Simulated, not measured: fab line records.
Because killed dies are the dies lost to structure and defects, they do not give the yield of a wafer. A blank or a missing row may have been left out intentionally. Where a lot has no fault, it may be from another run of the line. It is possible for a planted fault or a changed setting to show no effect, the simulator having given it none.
fab line records | flow sky130
record lots=12 | wafers=36 | last-day=51
route steps=708 shown LDD_LDN@301 POLY_CUT@318 SD_N@344 PAD_OPEN@708
lots that met no fault: taken from a fault-free run of the same line
start-h: start of the lot's first displayed wafer, in hours after the record's first day | wait-h: hours since the lot's step before | " repeats the value in the row above | L1.1+2: several wafers, shown together as one row | - no value, or no start was given | * or withheld: withheld | < > ~ a bound
route shown NAME@n: NAME is a module with steps in the file, n the number in the route of the first one | usual: mean/standard deviation taken from wafers without a fault | same: alike in all rows | chamber/n: place in a boat | sites: the reading at each site | _std_site: standard deviation of those values | _edge_site: the outer-site mean with the inner-site mean subtracted | radius-mm: how far each site lies from the wafer's centre | mask NAME#n: copy n | behind: the tool/chamber that last shaped the wafer | hold: cause of the lot's hold/its duration in hours/its outcome | device: the transistor (n, p or np) that didn't switch | end of line: the tests these same wafers got at the end of their route | a step given without rows: its recipe and nothing more | killed: dies lost to structure and defects at the first sort, not the wafer's yield | map: per-die view of a wafer (x killed, . not killed, _ where there is no die)
set.NAME: setting as actually run; set.NAME@STEP: the setting as run at that earlier step | model.NAME: the simulator's own value behind a step, which no gauge read
steps of the route over a sample of lots; a table a step, a row a wafer
services: the hour from which a tool's chamber was out of use, counted from the record's first day as start-h (under 0 if before that day), plus the number of hours and why
## steps
# step SKY_LDD_LDN_STRIP_12
# recipe chemistry=O2/N2 | power-w=1400 | pressure-mtorr=1500 | platen-temp-c=withheld | o2-flow-sccm=3000 | n2-flow-sccm=300 | overash-fraction=0.5
# usual drypump-motor-current-A=5.6/0.43 | n2-flow-sccm=300.1/0.87 | oes-product-au=0.716/0.0045 | strip-time-to-endpoint-s=14.19/0.046
lot.wafer | tool            | chamber | start-h | wait-h | drypump-motor-current-A | n2-flow-sccm | oes-product-au | rf-hours-counter-h | strip-time-to-endpoint-s
L826.1    | plasma-asher-03 | 1       | 545.92  | 0.1    | 5.5                     | 300.5        | 0.713          | 70                 | 14.20
L826.3    | "               | 1       | "       | "      | 5.5                     | 300.6        | 0.709          | -                  | 14.16
L826.5    | "               | 0       | "       | "      | 5.9                     | 300.3        | 0.714          | -                  | 14.19
L825.4    | plasma-asher-03 | 1       | 552.35  | 0.1    | 5.5                     | 300.6        | 0.714          | -                  | 14.17
L825.5    | "               | 1       | "       | "      | 5.5                     | 299.3        | 0.721          | -                  | 14.17
L825.6    | "               | 0       | "       | "      | 5.9                     | 301.0        | 0.716          | -                  | 14.22
L827.1    | plasma-asher-04 | 0       | 559.62  | 0.1    | 5.7                     | 301.7        | 0.706          | 87                 | 14.25
L827.4    | "               | 0       | "       | "      | 5.7                     | 301.0        | 0.712          | -                  | 14.28
L827.6    | "               | 1       | "       | "      | 5.6                     | 300.6        | 0.719          | -                  | 14.28
L828.1    | plasma-asher-04 | 0       | 568.67  | 0.1    | 5.7                     | 299.8        | 0.713          | 87                 | 14.17
L828.3    | "               | 0       | "       | "      | 5.7                     | 299.9        | 0.721          | -                  | 14.17
L828.6    | "               | 1       | "       | "      | 5.6                     | 300.5        | 0.713          | -                  | 14.14
L833.1    | plasma-asher-04 | 0       | 729.27  | 0.1    | 5.7                     | 300.5        | 0.720          | 103                | 14.19
L833.2    | "               | 1       | "       | "      | 5.6                     | 300.1        | 0.717          | 103                | 14.24
L833.3    | "               | 0       | "       | "      | 5.7                     | 298.8        | 0.713          | -                  | 14.19
L840.1    | plasma-asher-03 | 1       | 730.52  | 0.1    | 5.5                     | 301.0        | 0.712          | 89                 | 14.20
L840.2    | "               | 0       | "       | "      | 5.9                     | 300.0        | 0.721          | 89                 | 14.20
L840.6    | "               | 1       | "       | "      | 5.5                     | 300.2        | 0.719          | -                  | 14.16
L832.2    | plasma-asher-03 | 0       | 731.82  | 0.1    | 5.9                     | 299.9        | 0.714          | 89                 | 14.17
L832.4    | "               | 1       | "       | "      | 5.5                     | 299.8        | 0.721          | -                  | 14.15
L832.6    | "               | 1       | "       | "      | 5.5                     | 299.4        | 0.714          | -                  | 14.16
L838.4    | plasma-asher-01 | 1       | 733.70  | 0.1    | 5.9                     | 301.6        | 0.710          | -                  | 14.13
L838.5    | "               | 0       | "       | "      | 4.7                     | 300.1        | 0.715          | -                  | 14.13
L838.6    | "               | 1       | "       | "      | 6.0                     | 300.9        | 0.711          | -                  | 14.11
L841.2    | plasma-asher-01 | 0       | 734.27  | 0.1    | 4.7                     | 299.6        | 0.717          | 60                 | 14.22
L841.3    | "               | 1       | "       | "      | 5.9                     | 299.6        | 0.718          | -                  | 14.26
L841.5    | "               | 1       | "       | "      | 5.9                     | 300.0        | 0.715          | -                  | 14.28
L843.2    | plasma-asher-01 | 0       | 735.07  | 0.1    | 4.7                     | 299.4        | 0.719          | 60                 | 14.13
L843.4    | "               | 0       | "       | "      | 4.7                     | 299.5        | 0.711          | -                  | 14.14
L843.5    | "               | 0       | "       | "      | 4.7                     | 299.7        | 0.717          | -                  | 14.11
L844.1    | plasma-asher-03 | 1       | 735.22  | 0.1    | 5.5                     | 302.4        | 0.705          | 89                 | 14.17
L844.2    | "               | 0       | "       | "      | 5.9                     | 299.2        | 0.718          | 89                 | 14.14
L844.6    | "               | 1       | "       | "      | 5.5                     | 301.2        | 0.722          | -                  | 14.15
L839.3    | plasma-asher-01 | 0       | 738.71  | 0.1    | 4.7                     | 298.7        | 0.716          | -                  | 14.21
L839.4    | "               | 1       | "       | "      | 5.9                     | 299.7        | 0.722          | -                  | 14.23
L839.5    | "               | 0       | "       | "      | 4.7                     | 300.8        | 0.711          | -                  | 14.20
# step SKY_LDD_LDN_TW_MEAS_13
# usual LDD_LDN_TW=1487/7.5
lot.wafer | tool          | chamber | start-h | wait-h | LDD_LDN_TW
L826.1    | film-metro-02 | -       | 546.02  | 0.1    | 1472
L826.3    | "             | -       | "       | "      | 1475
L826.5    | "             | -       | "       | "      | 1474
L825.4    | film-metro-02 | -       | 552.45  | 0.1    | 1484
L825.5    | "             | -       | "       | "      | 1485
L825.6    | "             | -       | "       | "      | 1483
L827.1    | film-metro-02 | -       | 559.72  | 0.1    | 1476
L827.4    | "             | -       | "       | "      | 1487
L827.6    | "             | -       | "       | "      | 1493
L828.1    | film-metro-02 | -       | 568.77  | 0.1    | 1491
L828.3    | "             | -       | "       | "      | 1476
L828.6    | "             | -       | "       | "      | 1482
L833.1    | film-metro-02 | -       | 729.37  | 0.1    | 1490
L833.2    | "             | -       | "       | "      | 1489
L833.3    | "             | -       | "       | "      | 1491
L840.1    | film-metro-01 | -       | 730.62  | 0.1    | 1483
L840.2    | "             | -       | "       | "      | 1487
L840.6    | "             | -       | "       | "      | 1485
L832.2    | film-metro-01 | -       | 731.93  | 0.1    | 1484
L832.4    | "             | -       | "       | "      | 1485
L832.6    | "             | -       | "       | "      | 1474
L838.4    | film-metro-02 | -       | 733.80  | 0.1    | 1485
L838.5    | "             | -       | "       | "      | 1489
L838.6    | "             | -       | "       | "      | 1495
L841.2    | film-metro-02 | -       | 734.38  | 0.1    | 1496
L841.3    | "             | -       | "       | "      | 1493
L841.5    | "             | -       | "       | "      | 1489
L843.2    | film-metro-02 | -       | 735.23  | 0.1    | 1484
L843.4    | "             | -       | "       | "      | 1496
L843.5    | "             | -       | "       | "      | 1485
L844.1    | film-metro-01 | -       | 735.32  | 0.1    | 1488
L844.2    | "             | -       | "       | "      | 1480
L844.6    | "             | -       | "       | "      | 1491
L839.3    | film-metro-01 | -       | 738.79  | 0.1    | 1486
L839.4    | "             | -       | "       | "      | 1488
L839.5    | "             | -       | "       | "      | 1488
# step SKY_POLY_CUT_ETCH_11
# recipe target=Si3N4 | chemistry=CF4/CH2F2/Ar | stop-on=poly-Si | source-w=600 | bias-w=150 | pressure-mtorr=40 | cf4-flow-sccm=40 | ch2f2-flow-sccm=20 | Ar_flow_sccm=150 | time-s=42.5 | target-depth-a=600
# usual drypump-motor-current-A=5.8/0.43 | oes-product-au=0.829/0.0061 | rf-fwd-power-W=594.1/2.6 | throttle-valve-pct=14.993/0.0092
lot.wafer | tool        | chamber | start-h | wait-h | drypump-motor-current-A | oes-product-au | rf-fwd-power-W | rf-hours-counter-h | throttle-valve-pct
L826.1    | rie-diel-01 | 2       | 589.99  | 0.0    | 6.3                     | 0.827          | 592.4          | 62                 | 14.998
L826.3    | "           | 0       | "       | "      | 6.5                     | 0.825          | 595.4          | 5                  | 14.984
L826.5    | "           | 2       | "       | "      | 6.4                     | 0.834          | 593.9          | -                  | 14.988
L825.4    | rie-diel-01 | 2       | 590.37  | 0.0    | 6.3                     | 0.827          | 588.6          | -                  | 15.001
L825.5    | "           | 0       | "       | "      | 6.5                     | 0.830          | 594.3          | -                  | 14.980
L825.6    | "           | 3       | "       | "      | 5.5                     | 0.832          | 599.3          | -                  | 14.995
L827.1    | rie-diel-03 | 3       | 591.38  | 0.0    | 5.7                     | 0.816          | 595.6          | 8                  | 14.996
L827.4    | "           | 1       | "       | "      | 4.7                     | 0.813          | 591.0          | 4                  | 15.004
L827.6    | "           | 3       | "       | "      | 5.7                     | 0.817          | 597.3          | -                  | 14.984
L828.1    | rie-diel-01 | 2       | 598.53  | 0.0    | 6.4                     | 0.832          | 594.4          | 62                 | 15.003
L828.3    | "           | 1       | "       | "      | 5.7                     | 0.828          | 595.9          | 12                 | 14.995
L828.6    | "           | 2       | "       | "      | 6.4                     | 0.833          | 594.4          | -                  | 14.996
L833.1    | rie-diel-04 | 3       | 759.68  | 0.0    | 6.0                     | 0.829          | 594.4          | 11                 | 15.005
L833.2    | "           | 2       | "       | "      | 5.8                     | 0.821          | 596.1          | 15                 | 14.981
L833.3    | "           | 1       | "       | "      | 5.7                     | 0.834          | 591.1          | 4                  | 14.984
L840.1    | rie-diel-04 | 0       | 760.38  | 0.0    | 5.5                     | 0.828          | 596.5          | 9                  | 14.995
L840.2    | "           | 3       | "       | "      | 6.0                     | 0.832          | 593.7          | 11                 | 15.004
L840.6    | "           | 0       | "       | "      | 5.5                     | 0.837          | 594.8          | -                  | 14.986
L832.2    | rie-diel-03 | 2       | 761.28  | 0.0    | 5.7                     | 0.822          | 601.4          | 0                  | 14.999
L832.4    | "           | 3       | "       | "      | 5.7                     | 0.827          | 594.8          | 12                 | 14.993
L832.6    | "           | 1       | "       | "      | 4.7                     | 0.828          | 591.0          | -                  | 14.987
L838.4    | rie-diel-01 | 2       | 763.18  | 0.0    | 6.3                     | 0.828          | 591.9          | 2                  | 14.993
L838.5    | "           | 1       | "       | "      | 5.6                     | 0.828          | 593.2          | -                  | 14.991
L838.6    | "           | 0       | "       | "      | 6.5                     | 0.836          | 592.6          | -                  | 14.994
L841.2    | rie-diel-01 | 3       | 763.78  | 0.0    | 5.5                     | 0.826          | 597.9          | 3                  | 14.991
L841.3    | "           | 2       | "       | "      | 6.4                     | 0.831          | 593.5          | 2                  | 14.982
L841.5    | "           | 2       | "       | "      | 6.4                     | 0.827          | 598.6          | -                  | 14.991
L843.2    | rie-diel-04 | 1       | 764.18  | 0.0    | 5.7                     | 0.841          | 590.1          | 4                  | 14.977
L843.4    | "           | 2       | "       | "      | 5.8                     | 0.823          | 593.4          | 15                 | 15.000
L843.5    | "           | 0       | "       | "      | 5.5                     | 0.836          | 591.3          | -                  | 14.988
L844.1    | rie-diel-01 | 3       | 764.53  | 0.0    | 5.5                     | 0.826          | 594.6          | 3                  | 14.999
L844.2    | "           | 2       | "       | "      | 6.4                     | 0.833          | 592.2          | 2                  | 14.998
L844.6    | "           | 3       | "       | "      | 5.5                     | 0.834          | 594.6          | -                  | 14.998
L839.3    | rie-diel-03 | 3       | 767.68  | 0.0    | 5.8                     | 0.833          | 596.9          | 12                 | 14.999
L839.4    | "           | 2       | "       | "      | 5.8                     | 0.832          | 595.3          | 1                  | 14.996
L839.5    | "           | 3       | "       | "      | 5.7                     | 0.837          | 596.9          | -                  | 14.996
# step SKY_SD_N_COAT_02
# recipe resist=NOVOLAK | spin-rpm=3000 | resist-thk-nm=1140
# usual chill-plate-temp-C=23.00/0.11 | dispense-pressure-kPa=46.8/1.8
lot.wafer | tool           | chamber | start-h | wait-h | chill-plate-temp-C | dispense-pressure-kPa
L826.1    | litho-track-02 | 0       | 660.23  | 0.1    | 23.09              | 45.3
L826.3    | "              | 0       | "       | "      | 23.06              | 45.4
L826.5    | "              | 0       | "       | "      | 23.09              | 45.4
L825.4    | litho-track-01 | -       | 661.81  | 0.1    | -                  | -
L825.5    | "              | -       | "       | "      | -                  | -
L825.6    | "              | -       | "       | "      | -                  | -
L827.1    | litho-track-02 | -       | 662.63  | 0.1    | -                  | -
L827.4    | "              | -       | "       | "      | -                  | -
L827.6    | "              | -       | "       | "      | -                  | -
L828.1    | litho-track-01 | -       | 670.23  | 0.1    | -                  | -
L828.3    | "              | -       | "       | "      | -                  | -
L828.6    | "              | -       | "       | "      | -                  | -
L833.1    | litho-track-03 | 0       | 823.14  | 0.1    | 22.93              | 45.9
L833.2    | "              | 0       | "       | "      | 22.83              | 46.0
L833.3    | "              | 0       | "       | "      | 22.75              | 46.0
L840.1    | litho-track-01 | 0       | 824.18  | 0.1    | 23.12              | 49.2
L840.2    | "              | 0       | "       | "      | 23.16              | 49.3
L840.6    | "              | 0       | "       | "      | 23.15              | 49.2
L832.2    | litho-track-02 | 0       | 825.46  | 0.1    | 22.72              | 45.4
L832.4    | "              | 0       | "       | "      | 22.78              | 45.4
L832.6    | "              | 0       | "       | "      | 22.79              | 45.4
L838.4    | litho-track-02 | 0       | 826.76  | 0.1    | 22.91              | 45.4
L838.5    | "              | 0       | "       | "      | 22.84              | 45.4
L838.6    | "              | 0       | "       | "      | 23.02              | 45.4
L841.2    | litho-track-01 | 0       | 828.01  | 0.1    | 22.92              | 49.2
L841.3    | "              | 0       | "       | "      | 22.89              | 49.3
L841.5    | "              | 0       | "       | "      | 22.83              | 49.3
L843.2    | litho-track-03 | 0       | 828.51  | 0.1    | 22.98              | 45.9
L843.4    | "              | 0       | "       | "      | 23.04              | 46.0
L843.5    | "              | 0       | "       | "      | 23.08              | 45.9
L844.1    | litho-track-01 | 0       | 828.88  | 0.1    | 22.89              | 49.2
L844.2    | "              | 0       | "       | "      | 22.98              | 49.2
L844.6    | "              | 0       | "       | "      | 23.02              | 49.3
L839.3    | litho-track-02 | 0       | 833.13  | 0.1    | 23.06              | 45.4
L839.4    | "              | 0       | "       | "      | 23.04              | 45.4
L839.5    | "              | 0       | "       | "      | 23.15              | 45.4
# step SKY_SD_N_CD_MEAS_07
# recipe target-cd-nm=380
# usual cd-nm=380.3/2.7
lot.wafer | tool      | chamber | start-h | wait-h | cd-nm
L826.1    | cd-sem-02 | -       | 675.73  | 0.1    | 383.6
L826.3    | "         | -       | "       | "      | 382.9
L826.5    | "         | -       | "       | "      | 382.7
L825.4    | cd-sem-01 | -       | 676.69  | 0.1    | -
L825.5    | "         | -       | "       | "      | -
L825.6    | "         | -       | "       | "      | -
L827.1    | cd-sem-01 | -       | 677.23  | 0.1    | -
L827.4    | "         | -       | "       | "      | -
L827.6    | "         | -       | "       | "      | -
L828.1    | cd-sem-01 | -       | 683.13  | 0.1    | -
L828.3    | "         | -       | "       | "      | -
L828.6    | "         | -       | "       | "      | -
L833.1    | cd-sem-02 | -       | 835.59  | 0.1    | 374.1
L833.2    | "         | -       | "       | "      | 375.1
L833.3    | "         | -       | "       | "      | 377.8
L840.1    | cd-sem-02 | -       | 837.29  | 0.1    | 383.1
L840.2    | "         | -       | "       | "      | 382.1
L840.6    | "         | -       | "       | "      | 380.4
L832.2    | cd-sem-01 | -       | 839.31  | 0.1    | 381.4
L832.4    | "         | -       | "       | "      | 380.2
L832.6    | "         | -       | "       | "      | 379.9
L838.4    | cd-sem-02 | -       | 840.55  | 0.1    | 381.5
L838.5    | "         | -       | "       | "      | 378.1
L838.6    | "         | -       | "       | "      | 380.1
L841.2    | cd-sem-02 | -       | 841.90  | 0.1    | 379.0
L841.3    | "         | -       | "       | "      | 378.8
L841.5    | "         | -       | "       | "      | 377.6
L843.2    | cd-sem-02 | -       | 842.80  | 0.1    | 375.0
L843.4    | "         | -       | "       | "      | 375.9
L843.5    | "         | -       | "       | "      | 374.3
L844.1    | cd-sem-02 | -       | 842.99  | 0.1    | 379.9
L844.2    | "         | -       | "       | "      | 382.2
L844.6    | "         | -       | "       | "      | 379.3
L839.3    | cd-sem-02 | -       | 846.17  | 0.1    | 382.0
L839.4    | "         | -       | "       | "      | 379.7
L839.5    | "         | -       | "       | "      | 379.5
# step SKY_PAD_OPEN_PROBE_99
# usual killed_at_M0_to_M3=42/7.3 | killed_at_M4_up=3.4/2 | killed-at-contacts=24/5.6 | killed-at-front-end=16/4.5 | killed-at-other=0.2/0.51 | killed-dies=86/9.8 | killed-on-rim=17/3.8 | killed-open=46/7 | killed-short=40/6.7
# same gross-dies=492 | killed-at-back-side=0
lot.wafer | tool      | chamber | start-h | wait-h | killed_at_M0_to_M3 | killed_at_M4_up | killed-at-contacts | killed-at-front-end | killed-at-other | killed-dies | killed-on-rim | killed-open | killed-short
L825.4    | prober-01 | -       | 1103.10 | 0.2    | 43                 | 5               | 25                 | 419                 | 0               | 492         | 96            | 47          | 39
L825.5    | prober-01 | -       | 1103.15 | 0.2    | 34                 | 5               | 34                 | 419                 | 0               | 492         | 96            | 42          | 42
L825.6    | prober-01 | -       | 1103.20 | 0.2    | 48                 | 3               | 22                 | 419                 | 0               | 492         | 96            | 58          | 32
L828.1    | prober-01 | -       | 1104.45 | 0.1    | 58                 | 6               | 29                 | 399                 | 0               | 492         | 96            | 62          | 48
L828.3    | prober-01 | -       | 1104.55 | 0.2    | 47                 | 6               | 23                 | 415                 | 1               | 492         | 96            | 54          | 43
L828.6    | prober-01 | -       | 1104.70 | 0.2    | 53                 | 2               | 30                 | 407                 | 0               | 492         | 96            | 53          | 48
L827.1    | prober-02 | -       | 1105.37 | 0.1    | 34                 | 5               | 34                 | 419                 | 0               | 492         | 96            | 58          | 30
L827.4    | prober-02 | -       | 1105.52 | 0.2    | 62                 | 2               | 20                 | 407                 | 1               | 492         | 96            | 51          | 48
L827.6    | prober-02 | -       | 1105.62 | 0.2    | 45                 | 3               | 24                 | 420                 | 0               | 492         | 96            | 50          | 37
L832.2    | prober-01 | -       | 1213.06 | 0.1    | 28                 | 6               | 26                 | 16                  | 1               | 77          | 13            | 42          | 35
# killed by level:class
L825.4 SD_N:area-expose=406 VIA1:geometric-particle:open=10 CONTACT:geometric-particle:open=9 METAL1:geometric-particle:short=8 VIA3:geometric-particle:open=8 LI_CONTACT:geometric-particle:open=7 METAL4:geometric-particle:short=5 VIA1:geometric-particle:short=5
L825.5 SD_N:area-expose=408 CONTACT:geometric-particle:open=11 LI_CONTACT:geometric-particle:open=9 VIA1:geometric-particle:open=7 METAL2:geometric-particle:short=7 FIELD_ISO:geometric-particle:short=5 LOCAL_INTERCONNECT:geometric-particle:short=5 CONTACT:geometric-particle:short=5
L825.6 SD_N:area-expose=402 VIA1:geometric-particle:open=10 VIA3:geometric-particle:open=10 VIA2:geometric-particle:open=10 LI_CONTACT:geometric-particle:open=9 METAL1:geometric-particle:short=6 FIELD_ISO:geometric-particle:short=5 FIELD_ISO:geometric-particle:open=5
L828.1 SD_N:area-expose=382 METAL1:geometric-particle:short=12 CONTACT:geometric-particle:open=11 VIA3:geometric-particle:open=11 VIA1:geometric-particle:open=10 LOCAL_INTERCONNECT:geometric-particle:short=6 LOCAL_INTERCONNECT:geometric-particle:open=6 METAL1:geometric-particle:open=6
L828.3 SD_N:area-expose=395 VIA1:geometric-particle:open=15 VIA1:geometric-particle:short=9 LI_CONTACT:geometric-particle:open=9 VIA3:geometric-particle:open=8 CONTACT:geometric-particle:open=6 POLY_GATE:geometric-particle:short=5 POLY_GATE:geometric-particle:open=4
L828.6 SD_N:area-expose=391 CONTACT:geometric-particle:open=12 METAL1:geometric-particle:short=10 VIA2:geometric-particle:open=9 VIA1:geometric-particle:open=8 FIELD_ISO:geometric-particle:short=7 FIELD_ISO:geometric-particle:open=5 LI_CONTACT:geometric-particle:open=5
L827.1 SD_N:area-expose=403 CONTACT:geometric-particle:open=17 VIA1:geometric-particle:open=11 LI_CONTACT:geometric-particle:open=8 VIA3:geometric-particle:open=6 FIELD_ISO:geometric-particle:open=5 METAL1:geometric-particle:short=5 LOCAL_INTERCONNECT:geometric-particle:short=4
L827.4 SD_N:area-expose=393 VIA3:geometric-particle:open=13 VIA1:geometric-particle:short=9 VIA1:geometric-particle:open=8 CONTACT:geometric-particle:open=8 METAL1:geometric-particle:short=8 METAL2:geometric-particle:short=7 VIA3:geometric-particle:short=7
L827.6 SD_N:area-expose=405 VIA1:geometric-particle:open=15 METAL1:geometric-particle:short=10 CONTACT:geometric-particle:open=9 POLY_GATE:geometric-particle:open=6 LI_CONTACT:geometric-particle:open=6 VIA2:geometric-particle:open=6 LI_CONTACT:geometric-particle:short=4
L832.2 LI_CONTACT:geometric-particle:open=8 CONTACT:geometric-particle:open=8 VIA1:geometric-particle:open=8 VIA2:geometric-particle:open=7 POLY_GATE:geometric-particle:short=6 CONTACT:geometric-particle:short=5 FIELD_ISO:geometric-particle:short=4 POLY_GATE:geometric-particle:open=4
## services
tool            | chamber | start-h | hours | kind
rie-diel-04     | 3       | 528.25  | 3.8   | repair
rie-diel-01     | 0       | 556.31  | 19.0  | repair
rie-diel-01     | 1       | 571.21  | 26.4  | repair
rie-diel-01     | -       | 577.65  | 2.8   | pm
rie-diel-04     | -       | 608.77  | 0.4   | repair
plasma-asher-01 | -       | 609.58  | 14.6  | pm
rie-diel-03     | 2       | 610.28  | 4.9   | repair
rie-diel-03     | 3       | 610.54  | 2.5   | repair
rie-diel-01     | 2       | 612.04  | 4.1   | repair
rie-diel-04     | 2       | 620.45  | 5.2   | repair
rie-diel-03     | 1       | 635.61  | 20.2  | repair
rie-diel-04     | -       | 639.44  | 2.8   | pm
rie-diel-03     | 1       | 657.44  | 29.3  | repair
plasma-asher-03 | -       | 662.48  | 0.8   | repair
plasma-asher-01 | -       | 664.46  | 2.8   | pm
rie-diel-04     | 3       | 678.16  | 2.2   | repair
plasma-asher-04 | -       | 688.38  | 8.4   | repair
rie-diel-04     | 1       | 714.16  | 3.1   | repair
rie-diel-04     | 1       | 721.78  | 9.3   | repair
plasma-asher-04 | -       | 733.75  | 9.0   | pm
rie-diel-01     | 0       | 740.75  | 9.9   | repair
rie-diel-03     | -       | 755.78  | 0.9   | repair
plasma-asher-01 | -       | 809.21  | 11.2  | repair
rie-diel-03     | 3       | 815.44  | 12.0  | repair
## key
first-sign step=SKY_SD_N_COAT_02 | reading=tool-record | direction=missing
effect step=SKY_SD_N_CD_MEAS_07 | reading=cd-nm | direction=missing
effect step=SKY_PAD_OPEN_PROBE_99 | reading=killed-at-front-end | direction=up | sigmas=89 | usual=16 | struck=414
more-kills-born-at SKY_SD_N_EXPOSE_04@iline-stepper-02=3585
met-at SKY_SD_N_COAT_02
struck-lots L825,L827,L828
tester-left-out L825,L827,L828
not-acting-at SKY_LDD_LDN_STRIP_12,SKY_LDD_LDN_TW_MEAS_13,SKY_POLY_CUT_ETCH_11
onset-between 660.23 661.81
fault kind=skipped-step-whole | tool=litho-track-01,litho-track-02 | chamber=- | onset-h=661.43 | steps=SKY_SD_N_COAT_02 | scope=struck-lots-only
# tester-left-out: of these lots the tester's yield and bins aren't shown, on N5 and GAA mostly nor the transistor test; their killed dies are dies lost to structure and defects alone, not to doping, threshold or leakage, so they don't give the yield
